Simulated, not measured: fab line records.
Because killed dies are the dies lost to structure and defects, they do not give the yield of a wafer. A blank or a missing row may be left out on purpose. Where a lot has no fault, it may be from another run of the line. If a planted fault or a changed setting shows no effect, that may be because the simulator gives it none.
Which tool was responsible? | flow gf180mcu | 13 lots, 39 wafers sampled, at 5 steps of a route of 602

## WHAT EACH GAUGE READ, for each wafer
GF_NWELL_OVL_MEAS_07. Usual: NWELL_OVL typically reads 0.4 nm, with standard deviation 1.6.
lot  | measured    | on         | NWELL_OVL (nm) | flag
L649 | day 3 10:38 | overlay-01 | 2.4 3.3 1.1    |
L650 | day 3 14:25 | overlay-02 | 0.8 0.8 1.3    |
L651 | day 3 19:55 | overlay-02 | 0.1 0.2 0.5    |
L652 | day 4 00:53 | overlay-01 | 1.5 1.9 3.7    |
L653 | day 4 06:08 | overlay-02 | -1.6 -1.5 -3.1 |
L654 | day 4 13:14 | overlay-01 | 0.6 1.5 0.8    |
L656 | day 4 22:02 | overlay-02 | -1.4 -0.9 -2.0 |
L659 | day 5 14:05 | overlay-02 | 1.5 1.3 1.0    |
L660 | day 5 19:49 | overlay-01 | 3.0 3.8 1.2    |
L665 | day 7 00:37 | overlay-01 | 0.6 0.2 -0.6   |
L666 | day 7 06:31 | overlay-01 | 1.2 1.1 1.0    |
L667 | day 7 11:31 | overlay-01 | 3.0 1.6 1.2    |
L671 | day 8 10:41 | overlay-02 | 0.1 -0.4 -0.1  |

GF_VT_IMPLANT_OVL_MEAS_40. Usual: VT_IMPLANT_03_OVL typically reads 0.3 nm, with standard deviation 1.5.
lot  | measured     | on         | VT_IMPLANT_03_OVL (nm) | flag
L649 | day 7 21:14  | overlay-01 | 0.5 0.3 0.1            |
L650 | day 8 02:16  | overlay-02 | -0.4 -0.9 -0.1         |
L651 | day 8 09:41  | overlay-02 | 0.3 -0.7 -2.1          |
L652 | day 8 15:50  | overlay-02 | -1.3 -0.8 0.0          |
L653 | day 8 20:29  | overlay-01 | 1.2 3.1 2.3            |
L654 | day 9 05:41  | overlay-01 | 1.5 -0.6 -1.4          |
L656 | day 9 20:02  | overlay-01 | 1.4 1.4 -0.3           |
L659 | day 10 15:20 | overlay-02 | -1.9 -1.8 -2.5         |
L660 | day 10 19:11 | overlay-01 | -1.4 -1.1 -0.9         |
L665 | day 12 07:05 | overlay-01 | 2.1 1.5 3.4            |
L666 | day 12 13:19 | overlay-01 | 0.4 -0.2 1.3           |
L667 | day 12 20:47 | overlay-02 | -1.5 0.1 -2.1          |
L671 | day 13 23:47 | overlay-02 | 0.6 -0.2 1.6           |

GF_POLY_GATE_CD_MEAS_10: target cd 280 nm. Usual: 279.7 nm for cd_nm, sd 1.1.
lot  | measured     | on        | cd_nm (nm)                          | flag
L649 | day 9 15:28  | cd_sem-02 | 280.4 280.3 280.8                   |
L650 | day 9 20:55  | cd_sem-02 | 281.1 280.6 279.3                   |
L651 | day 10 02:59 | cd_sem-02 | 280.1 280.7 281.6                   |
L652 | day 10 08:59 | cd_sem-01 | 279.5 279.3 279.0                   |
L653 | day 10 13:55 | cd_sem-02 | 278.8 279.9 279.7                   |
L654 | day 11 00:35 | cd_sem-02 | 278.5 279.3 279.9                   |
L656 | day 11 16:53 | cd_sem-01 | 277.9 277.7 278.7                   |
L659 | day 12 11:44 | cd_sem-02 | 280.7 279.9 279.2                   |
L660 | day 12 15:29 | cd_sem-02 | 277.4 278.8 278.0                   |
L665 | day 14 05:55 | cd_sem-01 | 279.3 279.6 278.3                   |
L666 | day 14 15:04 | cd_sem-01 | 321.9 321.4 321.4 322.0 321.7 321.4 | OFF
L667 | day 14 21:37 | cd_sem-02 | 279.8 280.5 281.3                   |
L671 | day 16 03:32 | cd_sem-02 | 279.0 279.0 279.3                   |

## WHICH TOOL RAN EACH LOT (tool, then ch and the chambers of the sampled wafers, then the start)
lot  | GF_NWELL_STRIP_10                   | GF_POLY_GATE_EXPOSE_07
L649 | plasma_asher-01 ch 0,1, day 3 10:58 | krf_scanner-01 ch 0, day 9 06:40
L650 | plasma_asher-01 ch 0,1, day 3 14:46 | krf_scanner-02 ch 0, day 9 12:16
L651 | plasma_asher-01 ch 0,1, day 3 20:16 | krf_scanner-02 ch 0, day 9 18:01
L652 | plasma_asher-01 ch 0,1, day 4 01:14 | krf_scanner-02 ch 0, day 10 00:13
L653 | plasma_asher-01 ch 0,1, day 4 06:29 | krf_scanner-01 ch 0, day 10 04:53
L654 | plasma_asher-04 ch 0,1, day 4 13:34 | krf_scanner-02 ch 0, day 10 15:31
L656 | plasma_asher-03 ch 0,1, day 4 22:22 | krf_scanner-02 ch 0, day 11 07:42
L659 | plasma_asher-03 ch 0,1, day 5 14:25 | krf_scanner-01 ch 0, day 12 01:47
L660 | plasma_asher-03 ch 0,1, day 5 20:10 | krf_scanner-01 ch 0, day 12 05:52
L665 | plasma_asher-04 ch 0,1, day 7 00:58 | krf_scanner-02 ch 0, day 13 19:45
L666 | plasma_asher-01 ch 0,1, day 7 06:52 | krf_scanner-02 ch 0, day 14 04:20
L667 | plasma_asher-03 ch 0,1, day 7 11:52 | krf_scanner-01 ch 0, day 14 11:18
L671 | plasma_asher-03 ch 0,1, day 8 11:01 | krf_scanner-02 ch 0, day 15 16:28
- GF_NWELL_STRIP_10: strips in O2/N2.
- GF_POLY_GATE_EXPOSE_07: exposes mask Poly2, target cd 280 nm.

## WHAT THE TOOLS THEMSELVES READ (means of the sampled wafers that have a number; where no wafer has one, the mark that the record gives instead)
GF_NWELL_STRIP_10. Usual: drypump_motor_current_A 5.52 A, standard deviation 0.15; heater_power_w 326 W, standard deviation 33; oes_product_au 0.722 a.u., standard deviation 0.0045; strip_time_to_endpoint_s 36.98 s, standard deviation 0.1.
lot  | tool            | drypump_motor_current_A (A) | heater_power_w (W) | oes_product_au (a.u.) | strip_time_to_endpoint_s (s) | flag
L649 | plasma_asher-01 | 5.37                        | 341                | 0.721                 | 36.82                        |
L650 | plasma_asher-01 | 5.36                        | 349                | 0.723                 | 37.16                        |
L651 | plasma_asher-01 | 5.46                        | 364                | 0.724                 | 37.00                        |
L652 | plasma_asher-01 | 5.36                        | 349                | 0.721                 | 36.99                        |
L653 | plasma_asher-01 | 5.35                        | 349                | 0.721                 | 37.09                        |
L654 | plasma_asher-04 | 5.52                        | 322                | 0.721                 | 37.09                        |
L656 | plasma_asher-03 | 5.60                        | 295                | 0.723                 | 36.90                        |
L659 | plasma_asher-03 | 5.56                        | 298                | 0.716                 | 36.97                        |
L660 | plasma_asher-03 | 5.64                        | 309                | 0.727                 | 36.98                        |
L665 | plasma_asher-04 | 5.54                        | 319                | 0.723                 | 37.01                        |
L666 | plasma_asher-01 | 5.36                        | 348                | 0.724                 | 36.93                        |
L667 | plasma_asher-03 | 5.61                        | 295                | 0.722                 | 37.01                        |
L671 | plasma_asher-03 | 5.59                        | 297                | 0.719                 | 37.09                        |

## THE ANSWER, worked out from the rows above alone
Rule: take the mean of a lot's wafers that have a number; if it is more than 3 standard deviations from the usual mean, the lot is off. Also off: a lot with no number at a reading for which 4 or more lots have one. Any other lot the step has rows for is counted as sound. First the gauges in route order, then the tools' own readings, where a lot's mean is used as printed above. The first step at which some lot is off is used, and at that step the reading that is off furthest; a lot without a number counts as furthest.
Off, at GF_POLY_GATE_CD_MEAS_10 on cd_nm: L666.
A tool fits if, at a process step before that reading, it ran every lot that is off, and no sound lot after the first of them. Gauges at GF_POLY_GATE_CD_MEAS_10: tried the same way as those tools. Can't be told from this: 2 tools fit, plasma_asher-01 at GF_NWELL_STRIP_10, cd_sem-01 at GF_POLY_GATE_CD_MEAS_10.

## WHAT THE SIMULATOR PUT IN
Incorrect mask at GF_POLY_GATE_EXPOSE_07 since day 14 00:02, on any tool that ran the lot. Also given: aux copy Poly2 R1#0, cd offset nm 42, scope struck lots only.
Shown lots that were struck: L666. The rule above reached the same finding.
